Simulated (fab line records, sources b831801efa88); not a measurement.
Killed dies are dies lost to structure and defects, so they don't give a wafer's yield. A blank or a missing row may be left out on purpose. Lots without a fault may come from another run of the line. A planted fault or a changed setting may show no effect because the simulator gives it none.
Which tool did it? | flow sky130 | 12 lots, 36 wafers sampled, at 5 steps of a route of 708

WHAT THE GAUGES READ, wafer by wafer
SKY_METAL1_THK_MEAS_06: measures by xrf. Usual: METAL1_ALCU_THK 251.4 nm, standard deviation 2.8.
lot  | measured     | on            | METAL1_ALCU_THK (nm) | flag
L461 | day 31 15:30 | film_metro-03 | 249.4 252.6 254.1    |
L462 | day 31 22:05 | film_metro-03 | 252.7 254.7 251.5    |
L463 | day 32 02:29 | film_metro-03 | 249.9 246.8 246.2    |
L464 | day 32 12:05 | film_metro-04 | 250.5 248.3 246.3    |
L466 | day 33 05:50 | film_metro-03 | 255.5 251.8 253.1    |
L468 | day 33 23:59 | film_metro-04 | 253.4 252.9 256.2    |
L469 | day 34 06:33 | film_metro-03 | 250.2 254.8 251.0    |
L473 | day 35 17:35 | film_metro-04 | 251.8 251.1 251.6    |
L480 | day 37 21:22 | film_metro-02 | 254.1 251.5 252.3    |
L481 | day 37 21:58 | film_metro-02 | 250.7 253.3 251.9    |
L482 | day 38 08:44 | film_metro-03 | 254.7 258.6 257.7    |
L483 | day 38 14:35 | film_metro-03 | 251.4 251.6 251.4    |

SKY_METAL1_CD_MEAS_15: target cd 140 nm. Usual: cd_nm 139.8 nm, standard deviation 1.5.
lot  | measured     | on        | cd_nm (nm)        | flag
L461 | day 32 18:05 | cd_sem-02 | 138.3 140.5 141.2 |
L462 | day 33 01:37 | cd_sem-02 | 139.5 137.4 139.8 |
L463 | day 33 05:25 | cd_sem-01 | 139.1 139.1 140.6 |
L464 | day 33 14:59 | cd_sem-02 | 137.4 136.9 134.7 |
L466 | day 34 08:53 | cd_sem-01 | 139.9 141.6 140.5 |
L468 | day 35 02:50 | cd_sem-02 | 142.2 141.3 141.5 |
L469 | day 35 08:58 | cd_sem-01 | 141.6 139.9 140.4 |
L473 | day 36 19:53 | cd_sem-02 | 140.3 138.3 138.9 |
L480 | day 38 22:07 | cd_sem-01 | 139.5 140.6 139.5 |
L481 | day 38 23:02 | cd_sem-02 | 143.0 143.1 143.0 |
L482 | day 39 09:26 | cd_sem-01 | 136.6 138.2 138.2 |
L483 | day 39 14:29 | cd_sem-02 | 140.6 140.8 142.1 |

WHICH TOOL RAN EACH LOT (tool, then ch and the chambers of the sampled wafers, then the start)
lot  | SKY_FIELD_ISO_ETCH_15             | SKY_FIELD_ISO_STRIP_16              | SKY_METAL1_SPUTTER_03
L461 | rie_diel-01 ch 1,2, day 2 05:00   | plasma_asher-03 ch 0,1, day 2 05:05 | pvd_sputter-03, day 31 15:17
L462 | rie_diel-01 ch 0,2,3, day 2 11:19 | plasma_asher-03 ch 0,1, day 2 11:22 | pvd_sputter-04, day 31 21:53
L463 | rie_diel-04 ch 1,2, day 2 14:46   | plasma_asher-03 ch 0,1, day 2 14:49 | pvd_sputter-01, day 32 02:18
L464 | rie_diel-03 ch 0,1, day 2 22:11   | plasma_asher-02 ch 0,1, day 2 22:14 | pvd_sputter-03, day 32 11:53
L466 | rie_diel-04 ch 1,2,3, day 3 07:18 | plasma_asher-01 ch 0, day 3 07:22   | pvd_sputter-01, day 33 05:39
L468 | rie_diel-01 ch 1,3, day 3 17:35   | plasma_asher-01 ch 0,1, day 3 17:38 | pvd_sputter-04, day 33 23:48
L469 | rie_diel-01 ch 1,3, day 3 22:10   | plasma_asher-03 ch 0, day 3 22:13   | pvd_sputter-03, day 34 06:21
L473 | rie_diel-01 ch 0,1,2, day 4 18:13 | plasma_asher-02 ch 0,1, day 4 18:16 | pvd_sputter-04, day 35 17:24
L480 | rie_diel-04 ch 1,2,3, day 6 09:01 | plasma_asher-03 ch 0,1, day 6 09:04 | pvd_sputter-01, day 37 21:10
L481 | rie_diel-04 ch 0,2, day 6 13:10   | plasma_asher-01 ch 0,1, day 6 13:13 | pvd_sputter-01, day 37 21:46
L482 | rie_diel-03 ch 0,2,3, day 6 17:41 | plasma_asher-02 ch 1, day 6 17:44   | pvd_sputter-01, day 38 08:34
L483 | rie_diel-04 ch 0,1,3, day 7 01:34 | plasma_asher-01 ch 0,1, day 7 01:39 | pvd_sputter-04, day 38 14:23
- SKY_FIELD_ISO_ETCH_15: etches the open film in CHF3/O2, stops on Si, target depth 180 nm, time 72 s.
- SKY_FIELD_ISO_STRIP_16: strips in O2/N2.
- SKY_METAL1_SPUTTER_03: material Ti, target thk 5 nm, time 3.3 s.

WHAT THE TOOLS THEMSELVES READ (means of the sampled wafers that have a number; where no wafer has one, the mark that the record gives instead)
SKY_FIELD_ISO_ETCH_15. Usual: drypump_motor_current_A 6.0 A, standard deviation 0.47; oes_product_au 0.887 a.u., standard deviation 0.0067; throttle_valve_pct 8.826 %, standard deviation 0.0098.
lot  | tool        | drypump_motor_current_A (A) | oes_product_au (a.u.) | throttle_valve_pct (%) | flag
L461 | rie_diel-01 | 6.7                         | 0.887                 | 8.832                  |
L462 | rie_diel-01 | 5.8                         | 0.887                 | 8.823                  |
L463 | rie_diel-04 | 6.3                         | 0.890                 | 8.818                  |
L464 | rie_diel-03 | 6.0                         | 0.895                 | 8.834                  |
L466 | rie_diel-04 | 6.0                         | 0.887                 | 8.820                  |
L468 | rie_diel-01 | 6.1                         | 0.888                 | 8.813                  |
L469 | rie_diel-01 | 6.1                         | 0.888                 | 8.834                  |
L473 | rie_diel-01 | 6.2                         | 0.887                 | 8.835                  |
L480 | rie_diel-04 | 6.0                         | 0.890                 | 8.821                  |
L481 | rie_diel-04 | 6.0                         | 0.874                 | 8.823                  |
L482 | rie_diel-03 | 5.8                         | 0.897                 | 8.830                  |
L483 | rie_diel-04 | 5.9                         | 0.881                 | 8.824                  |

SKY_FIELD_ISO_STRIP_16. Usual: drypump_motor_current_A 6.0 A, standard deviation 0.31; o2_flow_sccm 3000 sccm, standard deviation 9.6; oes_product_au 0.378 a.u., standard deviation 0.0045; strip_time_to_endpoint_s 3.524 s, standard deviation 0.026.
lot  | tool            | drypump_motor_current_A (A) | o2_flow_sccm (sccm) | oes_product_au (a.u.) | strip_time_to_endpoint_s (s) | flag
L461 | plasma_asher-03 | 6.2                         | 3000                | 0.375                 | 3.508                        |
L462 | plasma_asher-03 | 6.4                         | 3001                | 0.384                 | 3.517                        |
L463 | plasma_asher-03 | 6.2                         | 2992                | 0.383                 | 3.512                        |
L464 | plasma_asher-02 | 5.6                         | 2986                | 0.377                 | 3.529                        |
L466 | plasma_asher-01 | 5.8                         | 2995                | 0.375                 | 3.531                        |
L468 | plasma_asher-01 | 5.8                         | 3002                | 0.375                 | 3.530                        |
L469 | plasma_asher-03 | 6.1                         | 3001                | 0.385                 | 3.544                        |
L473 | plasma_asher-02 | 5.5                         | 2998                | 0.378                 | 3.607                        | OFF
L480 | plasma_asher-03 | 6.2                         | 2993                | 0.383                 | 3.523                        |
L481 | plasma_asher-01 | 5.9                         | 3012                | 0.375                 | 3.521                        |
L482 | plasma_asher-02 | 5.6                         | 2992                | 0.374                 | 3.508                        |
L483 | plasma_asher-01 | 5.9                         | 2985                | 0.372                 | 3.521                        |

SKY_METAL1_SPUTTER_03. Usual: throttle_valve_pct 30.2 %, standard deviation 0.83.
lot  | tool           | throttle_valve_pct (%) | flag
L461 | pvd_sputter-03 | 30.1                   |
L462 | pvd_sputter-04 | 30.0                   |
L463 | pvd_sputter-01 | 29.8                   |
L464 | pvd_sputter-03 | 30.7                   |
L466 | pvd_sputter-01 | 30.8                   |
L468 | pvd_sputter-04 | 30.0                   |
L469 | pvd_sputter-03 | 30.0                   |
L473 | pvd_sputter-04 | 30.3                   |
L480 | pvd_sputter-01 | 29.6                   |
L481 | pvd_sputter-01 | 30.4                   |
L482 | pvd_sputter-01 | 31.5                   |
L483 | pvd_sputter-04 | 30.4                   |

THE ANSWER, worked out from the rows above alone
Rule: a lot is off if the mean of its wafers that have a number lies more than 3 standard deviations from the usual mean. A lot without any number at a reading at which 4 lots or more have one is off too. The other lots that the step has rows for count as sound. The gauges are gone through in route order, then the tools' own readings, and for those a lot's mean is taken as printed above. The first step at which some lot is off is used, and at that step the reading that is off furthest; a lot without a number counts as furthest.
Off: L473, at SKY_FIELD_ISO_STRIP_16 (strip_time_to_endpoint_s).
A tool fits if, at that step or a process step before it, it ran every lot that is off, and no sound lot after the first of them. One fits: rie_diel-01 at SKY_FIELD_ISO_ETCH_15. Its last sound lot is L469 (day 3 22:10), its first lot that is off L473 (day 4 18:13): a fault that began between those two fits.

WHAT THE SIMULATOR HAD PUT IN
Process parameter drift: rie_diel-01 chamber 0, from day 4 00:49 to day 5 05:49, at SKY_FIELD_ISO_ETCH_15. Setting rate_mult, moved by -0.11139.
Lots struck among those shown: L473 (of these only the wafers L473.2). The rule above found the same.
